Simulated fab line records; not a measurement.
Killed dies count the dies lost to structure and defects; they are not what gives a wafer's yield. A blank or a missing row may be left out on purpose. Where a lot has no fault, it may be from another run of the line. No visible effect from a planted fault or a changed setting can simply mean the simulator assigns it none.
Which tool is to blame? :: flow gf180mcu :: 6 lots, 18 wafers sampled, at 2 steps of a route of 602

WHAT EACH GAUGE READ, for each wafer
GF_STI_THK_MEAS_30.
lot: L395
measured: day 2 16:10
on: film metro-02
STI_OXIDATION_02_THK (nm): 10.10 10.30 10.34

lot: L397
measured: day 3 02:40
on: film metro-03
STI_OXIDATION_02_THK (nm): 13.77 13.84 13.90

lot: L399
measured: day 3 12:29
on: film metro-03
STI_OXIDATION_02_THK (nm): 10.13 9.99 10.01

lot: L406
measured: day 5 01:55
on: film metro-03
STI_OXIDATION_02_THK (nm): 10.37 10.33 10.41

lot: L412
measured: day 6 07:55
on: film metro-01
STI_OXIDATION_02_THK (nm): 10.15 10.00 10.18

lot: L414
measured: day 7 05:17
on: film metro-03
STI_OXIDATION_02_THK (nm): 10.26 10.25 10.04

EACH LOT AND THE TOOL THAT RAN IT (in order: tool; ch and the chambers of the sampled wafers; start)
lot: L395
GF_STI_OXIDATION_29: furnace-01 ch 0, day 2 14:46

lot: L397
GF_STI_OXIDATION_29: furnace-02 ch 0, day 3 01:16

lot: L399
GF_STI_OXIDATION_29: furnace-01 ch 0, day 3 11:04

lot: L406
GF_STI_OXIDATION_29: furnace-01 ch 0, day 5 00:31

lot: L412
GF_STI_OXIDATION_29: furnace-02 ch 0, day 6 06:30

lot: L414
GF_STI_OXIDATION_29: furnace-01 ch 0, day 7 03:53
- GF_STI_OXIDATION_29: stabilise 600 s, purge 300 s, target thk 10 nm.

THE ANSWER, worked out from the rows above alone
Rule: usual is defined by the lots themselves. The widest of any qualifying gaps counts: lots, ordered by their means at a reading, are off when they make up no more than a third of the lots, leave a main group of 4 or more, and stand apart from it by 3 or more times the standard deviation of that group's means. If all means in a main group match to the digits the tables above print for the reading, that group is not used. Also off: a lot with no number at a reading for which 4 or more lots have one. All remaining lots with rows at the step are treated as sound.
Off: at GF_STI_THK_MEAS_30 (STI_OXIDATION_02_THK), L397. For the main group the mean is 10.19 nm and the standard deviation 0.11.
A tool fits if, at a process step before that reading, it ran every lot that is off, and no sound lot after the first of them. The gauges at GF_STI_THK_MEAS_30 are tried like those tools. Not one of the candidates tried fits.

WHAT WAS PUT IN BY THE SIMULATOR
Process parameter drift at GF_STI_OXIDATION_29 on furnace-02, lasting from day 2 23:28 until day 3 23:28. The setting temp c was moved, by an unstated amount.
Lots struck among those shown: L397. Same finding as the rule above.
